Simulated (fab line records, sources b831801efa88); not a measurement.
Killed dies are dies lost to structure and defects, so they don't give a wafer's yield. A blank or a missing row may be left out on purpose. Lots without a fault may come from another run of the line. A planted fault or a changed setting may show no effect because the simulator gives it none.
fab line records | flow gf180mcu
record lots=11 wafers=33 last_day=34
route steps=602 shown CONTACT@305 M1@318
lots that met no fault: from a run of the same line without faults
start_h: hours from the record's first day to the start of the lot's first wafer shown | wait_h: hours since the lot's step before | " the same as in the row above | L1.1+2: a row that stands for several wafers | - no value, or no start given | * or withheld: withheld | < > ~ a bound
route shown NAME@n: a module of which the file shows steps, and the number in the route of the first | usual: mean/standard deviation of fault-free wafers | same: alike in all rows | chamber/n: place in a boat | sites: the reading at each site | _std_site: their standard deviation | _edge_site: outer sites' mean less inner sites' | radius_mm: how far each site lies from the wafer's centre | mask NAME#n: copy n | behind: the tool/chamber that last shaped the wafer | hold: why the lot was held/for how many hours/how that ended | device: the transistor (n, p or np) that didn't switch | end of line: the same wafers' tests at the end of the route | a step without rows: its recipe alone | killed: dies lost to structure and defects at the first sort, not the wafer's yield | map: a wafer's dies, x killed, . not, _ none there
set.NAME: the setting as run; set.NAME@STEP: as run at that earlier step | model.NAME: the simulator's own value behind a step, which no gauge read
steps of the route over a sample of lots; a table a step, a row a wafer
services: from which hour (start_h, from the record's first day; less than 0 if before it) a tool's chamber was out of use, for how many hours, and why
## steps
# step GF_CONTACT_STRIP_18
# recipe chemistry=O2/N2 power_w=1400 pressure_mtorr=1500 platen_temp_c=250 o2_flow_sccm=3000 n2_flow_sccm=300 overash_fraction=0.5
# usual drypump_motor_current_A=5.5/0.61 heater_power_w=357/34 oes_product_au=0.581/0.0052
# columns lot.wafer tool chamber start_h wait_h drypump_motor_current_A heater_power_w oes_product_au rf_hours_counter_h
L147.1 plasma_asher-02 0 366.53 - 6.2 306 0.580 26
L147.3 " 1 " " 6.4 357 0.574 -
L147.6 " 0 " " 6.3 308 0.579 -
L149.2 plasma_asher-01 1 383.88 - 5.5 305 0.585 75
L149.5 " 1 " " 5.5 308 0.589 -
L149.6 " 0 " " 5.7 384 0.583 -
L150.1 plasma_asher-03 0 388.51 - 4.8 391 0.578 59
L150.4 " 1 " " 4.8 356 0.571 -
L150.6 " 0 " " 4.8 395 0.586 -
L155.1 plasma_asher-02 0 431.77 - 6.3 305 0.583 33
L155.4 " 1 " " 6.4 353 0.581 -
L155.6 " 0 " " 6.3 309 0.583 -
L156.4 plasma_asher-01 0 451.66 - 5.7 394 0.580 -
L156.5 " 1 " " 5.5 328 0.584 -
L156.6 " 0 " " 5.7 385 0.577 -
L160.1 plasma_asher-03 1 503.78 - 4.8 366 0.574 71
L160.3 " 1 " " 4.8 366 0.593 -
L160.4 " 0 " " 4.8 405 0.585 -
L162.1 plasma_asher-03 1 506.43 - 4.8 362 0.585 71
L162.4 " 0 " " 4.8 394 0.586 -
L162.6 " 0 " " 4.8 395 0.584 -
L163.3 plasma_asher-01 0 517.79 - 5.7 390 0.587 -
L163.4 " 1 " " 5.5 315 0.567 -
L163.6 " 1 " " 5.5 321 0.590 -
L165.2 plasma_asher-03 0 526.23 - 4.8 396 0.573 74
L165.4 " 1 " " 4.8 360 0.570 -
L165.6 " 0 " " 4.8 390 0.580 -
L169.1 plasma_asher-02 0 553.60 - 6.2 301 0.577 44
L169.3 " 0 " " 6.2 304 0.579 -
L169.6 " 0 " " 6.2 298 0.586 -
L170.1 plasma_asher-01 1 566.50 - 5.5 318 0.588 16
L170.2 " 0 " " 5.7 383 0.584 16
L170.3 " 0 " " 5.7 389 0.583 -
# step GF_M1_SPUTTER_03
# recipe material=Ti target_thk_nm=10 substrate_temp_c=300 chamber_pressure_pa=0.3 power_w=3000 time_s=6.7
# usual chamber_pressure_pa=0.3001/0.00064 throttle_valve_pct=29.7/1.1
# columns lot.wafer tool chamber start_h wait_h chamber_pressure_pa throttle_valve_pct
L147.1 pvd_sputter-02 - 367.67 0.0 0.3003 30.2
L147.3 " - " " 0.3004 29.7
L147.6 " - " " 0.2988 30.3
L149.2 pvd_sputter-02 - 385.02 0.0 0.2991 30.4
L149.5 " - " " 0.2999 30.4
L149.6 " - " " 0.3014 30.2
L150.1 pvd_sputter-04 - 389.67 0.0 0.2992 31.0
L150.4 " - " " 0.3002 27.8
L150.6 " - " " 0.2997 27.7
L155.1 pvd_sputter-04 - 432.91 0.0 0.2989 30.2
L155.4 " - " " 0.2989 31.0
L155.6 " - " " 0.3005 28.6
L156.4 pvd_sputter-04 - 452.76 0.0 0.2999 28.6
L156.5 " - " " 0.2985 31.1
L156.6 " - " " 0.3003 27.9
L160.1 pvd_sputter-03 - 504.91 0.0 0.3004 31.6
L160.3 " - " " 0.3004 31.8
L160.4 " - " " 0.2997 29.6
L162.1 pvd_sputter-02 - 507.56 0.0 0.2994 28.3
L162.4 " - " " 0.3003 30.0
L162.6 " - " " 0.3001 30.0
L163.3 pvd_sputter-02 - 518.90 0.0 0.3000 28.2
L163.4 " - " " 0.3000 29.9
L163.6 " - " " 0.3005 30.4
L165.2 pvd_sputter-04 - 527.39 0.0 0.2998 27.7
L165.4 " - " " 0.3000 30.2
L165.6 " - " " 0.3002 30.3
L169.1 pvd_sputter-04 - 556.19 0.0 0.2999 28.8
L169.3 " - " " 0.3014 27.7
L169.6 " - " " 0.2997 30.4
L170.1 pvd_sputter-02 - 567.64 0.0 0.3002 28.4
L170.2 " - " " 0.3007 29.5
L170.3 " - " " 0.3000 29.7
# step GF_M1_SPUTTER_04
# recipe material=TiN target_thk_nm=50 power_w=6500 time_s=41.7 chamber_pressure_pa=0.4
# usual chamber_pressure_pa=0.4001/0.00084 throttle_valve_pct=29.7/1.2
# columns lot.wafer tool chamber start_h wait_h chamber_pressure_pa throttle_valve_pct
L147.1 pvd_sputter-02 - 367.69 0.0 0.4016 30.0
L147.3 " - " " 0.4008 29.9
L147.6 " - " " 0.4005 30.2
L149.2 pvd_sputter-02 - 385.04 0.0 0.4005 30.2
L149.5 " - " " 0.4001 30.1
L149.6 " - " " 0.4013 29.6
L150.1 pvd_sputter-04 - 389.69 0.0 0.4007 31.2
L150.4 " - " " 0.4015 27.7
L150.6 " - " " 0.4015 27.7
L155.1 pvd_sputter-04 - 432.93 0.0 0.3999 30.7
L155.4 " - " " 0.3991 31.1
L155.6 " - " " 0.3995 28.9
L156.4 pvd_sputter-04 - 452.78 0.0 0.3983 28.8
L156.5 " - " " 0.3994 31.0
L156.6 " - " " 0.3995 27.9
L160.1 pvd_sputter-03 - 504.93 0.0 0.3999 31.5
L160.3 " - " " 0.4005 31.7
L160.4 " - " " 0.3997 30.0
L162.1 pvd_sputter-02 - 507.58 0.0 0.3993 28.2
L162.4 " - " " 0.4004 30.0
L162.6 " - " " 0.4004 29.8
L163.3 pvd_sputter-02 - 518.92 0.0 0.3993 28.1
L163.4 " - " " 0.4006 29.6
L163.6 " - " " 0.4004 30.1
L165.2 pvd_sputter-04 - 527.41 0.0 0.4000 27.6
L165.4 " - " " 0.4011 30.3
L165.6 " - " " 0.4017 30.6
L169.1 pvd_sputter-04 - 556.21 0.0 0.4005 28.7
L169.3 " - " " 0.4002 27.4
L169.6 " - " " 0.3996 30.2
L170.1 pvd_sputter-02 - 567.66 0.0 0.4014 28.0
L170.2 " - " " 0.4000 29.7
L170.3 " - " " 0.4012 29.8
# step GF_M1_THK_MEAS_06
# recipe thk_meas_gauge=xrf reads=AlCu_of_M1_SPUTTER_02
# usual M1_ALCU_THK=451/6.2
# columns lot.wafer tool chamber start_h wait_h M1_ALCU_THK[nm]
L147.1 film_metro-01 - 367.85 0.1 458
L147.3 " - " " 447
L147.6 " - " " 459
L149.2 film_metro-01 - 385.21 0.1 448
L149.5 " - " " 444
L149.6 " - " " 444
L150.1 film_metro-03 - 389.85 0.1 449
L150.4 " - " " 449
L150.6 " - " " 451
L155.1 film_metro-03 - 433.09 0.1 424
L155.4 " - " " 450
L155.6 " - " " 450
L156.4 film_metro-03 - 452.97 0.1 448
L156.5 " - " " 425
L156.6 " - " " 449
L160.1 film_metro-03 - 505.09 0.1 454
L160.3 " - " " 459
L160.4 " - " " 453
L162.1 film_metro-03 - 507.74 0.1 466
L162.4 " - " " 466
L162.6 " - " " 461
L163.3 film_metro-01 - 519.10 0.1 446
L163.4 " - " " 441
L163.6 " - " " 443
L165.2 film_metro-03 - 527.58 0.1 449
L165.4 " - " " 449
L165.6 " - " " 445
L169.1 film_metro-04 - 556.37 0.1 453
L169.3 " - " " 450
L169.6 " - " " 450
L170.1 film_metro-03 - 567.82 0.1 454
L170.2 " - " " 452
L170.3 " - " " 454
# step GF_M1_METAL_ETCH_16
# recipe chemistry=Cl2/BCl3 mask_material=KrF target_depth_nm=750.8 stop_on=SiO2 pressure_mtorr=8 icp_w=800 bias_w=140 Cl2_flow_sccm=80 bcl3_flow_sccm=40 time_s=125.1
# usual drypump_motor_current_A=5.5/0.46 oes_product_au=0.984/0.0068 throttle_valve_pct=28.234/0.01
# columns lot.wafer tool chamber start_h wait_h drypump_motor_current_A oes_product_au rf_hours_counter_h throttle_valve_pct
L147.1 rie_metal-02 1 390.79 0.0 4.8 0.979 0 28.248
L147.3 " 1 " " 4.8 0.978 - 28.220
L147.6 " 1 " " 4.8 0.990 - 28.228
L149.2 rie_metal-01 0 408.44 0.0 5.8 0.979 8 28.231
L149.5 " 1 " " 5.3 0.976 - 28.246
L149.6 " 0 " " 5.9 0.989 - 28.236
L150.1 rie_metal-01 0 413.64 0.0 5.8 0.975 8 28.236
L150.4 " 1 " " 5.3 0.967 - 28.262
L150.6 " 1 " " 5.3 0.967 - 28.254
L155.1 rie_metal-03 0 457.33 0.0 6.1 1.002 12 28.211
L155.4 " 1 " " 6.0 0.980 - 28.220
L155.6 " 1 " " 6.0 0.986 - 28.228
L156.4 rie_metal-02 1 477.32 0.1 4.9 0.975 - 28.227
L156.5 " 1 " " 4.9 0.982 - 28.245
L156.6 " 0 " " 5.2 0.990 - 28.224
L160.1 rie_metal-03 1 528.38 0.0 6.0 0.987 9 28.234
L160.3 " 1 " " 6.0 0.975 - 28.239
L160.4 " 1 " " 6.0 0.974 - 28.229
L162.1 rie_metal-01 1 531.23 0.0 5.3 0.974 2 28.235
L162.4 " 1 " " 5.3 0.993 - 28.226
L162.6 " 1 " " 5.3 0.984 - 28.249
L163.3 rie_metal-01 0 542.13 0.1 5.9 0.984 - 28.217
L163.4 " 1 " " 5.3 0.976 - 28.232
L163.6 " 1 " " 5.3 0.984 - 28.236
L165.2 rie_metal-01 0 550.43 0.0 5.8 0.992 0 28.210
L165.4 " 1 " " 5.3 0.979 - 28.233
L165.6 " 0 " " 5.9 0.983 - 28.243
L169.1 rie_metal-03 0 578.09 0.0 6.1 0.993 1 28.217
L169.3 " 1 " " 6.0 0.982 - 28.232
L169.6 " 0 " " 6.1 0.992 - 28.230
L170.1 rie_metal-02 0 589.43 0.0 5.2 0.983 7 28.241
L170.2 " 1 " " 4.9 0.987 5 28.238
L170.3 " 0 " " 5.2 0.990 - 28.230
## services
# columns tool chamber start_h hours kind
pvd_sputter-02 2 344.77 - consumable_replace:kit
pvd_sputter-02 2 344.77 18.0 scheduled_down
pvd_sputter-02 2 344.77 18.0 vent_cycle
pvd_sputter-02 - 347.69 1.7 repair
rie_metal-01 - 353.52 17.5 repair
rie_metal-02 - 365.97 5.1 repair
rie_metal-02 - 379.27 0.9 repair
plasma_asher-02 - 383.30 2.8 pm
pvd_sputter-04 - 390.45 0.9 repair
pvd_sputter-04 - 408.18 2.1 repair
pvd_sputter-03 - 420.53 11.4 repair
plasma_asher-01 - 421.25 9.0 pm
plasma_asher-02 - 451.00 2.2 repair
pvd_sputter-04 0 470.54 - consumable_replace:kit
plasma_asher-02 - 484.69 14.6 pm
plasma_asher-01 - 510.28 2.5 repair
rie_metal-02 - 511.16 2.8 pm
rie_metal-03 - 524.24 2.8 pm
rie_metal-02 - 532.50 0.2 repair
plasma_asher-02 - 537.68 2.3 repair
plasma_asher-03 - 542.19 24.7 pm
pvd_sputter-02 - 549.32 2.9 repair
rie_metal-01 0 554.40 10.3 repair
pvd_sputter-04 - 568.94 2.7 repair
## key
first_sign step=GF_M1_THK_MEAS_06 reading=M1_ALCU_THK direction=down sigmas=4.2 usual=451 struck=425
effect none on later readings
met_at GF_M1_SPUTTER_04
struck_lots L155,L156
struck_wafers L155.1,L156.5
not_acting_at GF_CONTACT_STRIP_18,GF_M1_SPUTTER_03,GF_M1_METAL_ETCH_16
onset_between 389.69 432.93
fault kind=process_parameter_drift tool=pvd_sputter-04 chamber=- onset_h=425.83 steps=GF_M1_SPUTTER_04 channel=target_thk_nm offset=23.703 shape=step end_h=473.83 scope=struck_wafers_only acts_in=these_recipes_only stated=50
